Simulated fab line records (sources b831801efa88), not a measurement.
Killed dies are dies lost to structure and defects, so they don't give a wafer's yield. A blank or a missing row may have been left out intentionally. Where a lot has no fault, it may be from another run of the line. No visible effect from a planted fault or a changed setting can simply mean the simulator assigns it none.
The same fault as seen by 2 desks + flow sky130 + what lay behind the numbers comes last; until then each desk has only its own

DESK OF THE TOOL OWNER: plasma-asher-02
The tool's own readings at SKY_VIA1_STRIP_16 (strips in O2/N2): means of the sampled wafers that have a number, for each lot that ran on this tool. Marked OUT: a lot whose mean sits more than 4 standard deviations from the usual mean, which makes it out of limits; the brackets give that distance.
Columns: A = drypump-motor-current-A at SKY_VIA1_STRIP_16, usual 5.9 A; B = o2-flow-sccm at SKY_VIA1_STRIP_16, usual 2999 sccm; C = oes-product-au at SKY_VIA1_STRIP_16, usual 0.416 a.u.; D = strip-time-to-endpoint-s at SKY_VIA1_STRIP_16, usual 4.462 s
| lot  | first seen here | A   | B              | C     | D     |
|------|-----------------|-----|----------------|-------|-------|
| L536 | day 34 16:37    | 5.7 | 3003           | 0.419 | 4.466 |
| L537 | day 34 20:25    | 5.7 | 3001           | 0.416 | 4.437 |
| L541 | day 35 18:50    | 5.7 | 2996           | 0.418 | 4.468 |
| L542 | day 36 04:43    | 5.7 | 3004           | 0.411 | 4.443 |
| L549 | day 38 14:31    | 5.7 | 2989           | 0.415 | 4.440 |
| L552 | day 39 06:05    | 5.3 | 2397 (-65) OUT | 0.413 | 4.551 |
| L555 | day 40 07:16    | 5.0 | 2403 (-64) OUT | 0.414 | 4.550 |
This desk's verdict: out of limits on L552, L555, starting with L552 at day 39 06:05 (o2-flow-sccm at SKY_VIA1_STRIP_16). In limits: L536, L537, L541, L542, L549.

AT THE METROLOGY DESK
What the gauges read for every lot (on any tool): the sampled wafers with a number, averaged. Marked OUT: a lot whose mean sits more than 4 standard deviations from the usual mean, which makes it out of limits; the brackets give that distance.
Columns: A = VIA1_W_THK at SKY_VIA1_THK_MEAS_23, usual 273 nm
| lot  | first seen here | A   |
|------|-----------------|-----|
| L536 | day 34 17:29    | 274 |
| L537 | day 34 21:17    | 280 |
| L539 | day 35 06:03    | 272 |
| L540 | day 35 18:44    | 275 |
| L541 | day 35 19:44    | 274 |
| L542 | day 36 05:35    | 271 |
| L543 | day 36 16:34    | 278 |
| L549 | day 38 15:24    | 274 |
| L552 | day 39 07:01    | 277 |
| L555 | day 40 08:08    | 273 |
| L559 | day 41 10:42    | 275 |
| L558 | day 41 14:25    | 270 |
This desk's verdict: no lot among the 12 shows anything out of limits.

BROUGHT TOGETHER
At day 39 06:05, on L552, L555, the tool owner's desk was in a position to raise an alarm.
Metrology desk: nothing out of limits seen.
The metrology desk has L552, L555 on record, within its limits.
Of the lots named, all ran SKY_VIA1_STRIP_16 on plasma-asher-02.

WHAT THE SIMULATOR HAD INSERTED
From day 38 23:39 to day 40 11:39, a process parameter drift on plasma-asher-02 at SKY_VIA1_STRIP_16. Setting o2-flow-sccm, moved by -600, from 3000. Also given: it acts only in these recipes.
Struck lots among those shown: L552, L555.
Delay in hours, fault start to first out-of-limits reading, by desk: the tool owner's desk at 6.
